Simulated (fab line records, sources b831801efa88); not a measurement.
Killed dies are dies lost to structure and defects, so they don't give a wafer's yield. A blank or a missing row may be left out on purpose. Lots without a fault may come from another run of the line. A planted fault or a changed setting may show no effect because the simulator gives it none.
Which tool did it? | flow sky130 | 6 lots, 18 wafers sampled, at 2 steps of a route of 708

WHAT THE GAUGES READ, wafer by wafer
SKY_VT_ADJUST_HVTR_TW_MEAS_11.
lot  | measured     | on            | VT_ADJUST_HVTR_TW
L674 | day 10 10:13 | film_metro-02 | 208.9 208.2 208.4
L676 | day 11 06:59 | film_metro-03 | 209.8 211.2 210.1
L682 | day 13 05:02 | film_metro-02 | 185.4 185.7 185.7
L684 | day 13 18:23 | film_metro-04 | 192.1 191.6 191.9
L690 | day 15 15:02 | film_metro-02 | 206.8 206.0 207.4
L693 | day 16 13:57 | film_metro-03 | 210.6 209.9 210.9

WHICH TOOL RAN EACH LOT (tool, then ch and the chambers of the sampled wafers, then the start)
lot  | SKY_VT_ADJUST_HVTR_IMPLANT_09
L674 | implanter-02 ch 0, day 10 09:58
L676 | implanter-02 ch 0, day 11 06:45
L682 | implanter-01 ch 0, day 13 04:47
L684 | implanter-01 ch 0, day 13 18:09
L690 | implanter-02 ch 0, day 15 14:47
L693 | implanter-02 ch 0, day 16 13:42
- SKY_VT_ADJUST_HVTR_IMPLANT_09

THE ANSWER, worked out from the rows above alone
Rule: what is usual is taken from the lots themselves. Put in order of their means at a reading, lots are off if they are a third of the lots or fewer, leave a main group of 4 or more, and stand apart from it by a gap of 3 or more times the standard deviation of the main group's means; of several such gaps the widest counts. A main group whose means are all the same, to the digits that the tables above print for the reading, isn't used. A lot without any number at a reading at which 4 lots or more have one is off too. The other lots that the step has rows for count as sound.
Off: L682, L684, at SKY_VT_ADJUST_HVTR_TW_MEAS_11 (VT_ADJUST_HVTR_TW). The main group: mean 209.0, standard deviation 1.5.
A tool fits if, at a process step before that reading, it ran every lot that is off, and no sound lot after the first of them. The gauges at SKY_VT_ADJUST_HVTR_TW_MEAS_11 are tried like those tools. One fits: implanter-01 at SKY_VT_ADJUST_HVTR_IMPLANT_09. It ran no sound lot before its first lot that is off in this sample, so the start can't be narrowed down.

WHAT THE SIMULATOR HAD PUT IN
Process parameter drift: implanter-01, from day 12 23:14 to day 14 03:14, at SKY_VT_ADJUST_HVTR_IMPLANT_09. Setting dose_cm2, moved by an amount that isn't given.
Lots struck among those shown: L682, L684. The rule above found the same.
